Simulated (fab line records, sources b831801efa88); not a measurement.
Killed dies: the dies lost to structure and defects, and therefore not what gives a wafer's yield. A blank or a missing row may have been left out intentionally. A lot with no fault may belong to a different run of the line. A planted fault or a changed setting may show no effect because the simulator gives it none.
Matching of chambers || flow sky130 || 4 sister chambers for SKY_CONTACT_ETCH_17 on rieDiel-02
The step etches SiO2 in C4F8/O2/Ar, stops on Si3N4, target depth 340 nm. 4 wafers are shown with their chamber, then 7 later ones without.

WAFERS WITH THEIR CHAMBER
{"wafer": "L759.1", "chamber": 0, "oesProductAu (a.u.)": 0.891}
{"wafer": "L760.3", "chamber": 2, "oesProductAu (a.u.)": 0.892}
{"wafer": "L760.6", "chamber": 1, "oesProductAu (a.u.)": 0.886}
{"wafer": "L768.4", "chamber": 3, "oesProductAu (a.u.)": 0.898}

WAFERS WITH NO CHAMBER GIVEN
{"wafer": "L768.6", "oesProductAu (a.u.)": 0.890}
{"wafer": "L770.2", "oesProductAu (a.u.)": 0.893}
{"wafer": "L770.4", "oesProductAu (a.u.)": 0.901}
{"wafer": "L770.5", "oesProductAu (a.u.)": 0.895}
{"wafer": "L772.1", "oesProductAu (a.u.)": 0.899}
{"wafer": "L772.2", "oesProductAu (a.u.)": 0.893}
{"wafer": "L772.6", "oesProductAu (a.u.)": 0.898}

WHICH CHAMBER EACH WENT THROUGH
{"wafer": "L768.6", "from the rows above": "can't be placed: 0 or 2 or 1", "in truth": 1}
{"wafer": "L770.2", "from the rows above": "can't be placed: 2 or 0", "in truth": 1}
{"wafer": "L770.4", "from the rows above": 3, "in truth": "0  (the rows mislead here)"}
{"wafer": "L770.5", "from the rows above": "can't be placed: 2 or 3 or 0", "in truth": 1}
{"wafer": "L772.1", "from the rows above": 3, "in truth": 3}
{"wafer": "L772.2", "from the rows above": "can't be placed: 2 or 0", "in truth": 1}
{"wafer": "L772.6", "from the rows above": 3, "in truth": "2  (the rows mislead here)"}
Placed correctly: 1 of 7. These rows do not allow placing 4 (true chamber among the candidates in 1). Number placed wrongly: 2.
How it was worked out, from the rows above alone: a wafer's distance from a chamber is the root of the sum, over the readings, of the square of ((its reading less the chamber's mean) divided by the reading's scatter). If the next closest chamber is less than 2 further off than the closest, the wafer can't be placed; otherwise it belongs to the closest. A chamber's mean is the mean of its shown wafers. The scatter: with one shown wafer a chamber, the root of the mean of the squares of how far each hidden wafer lies from its nearest shown one.
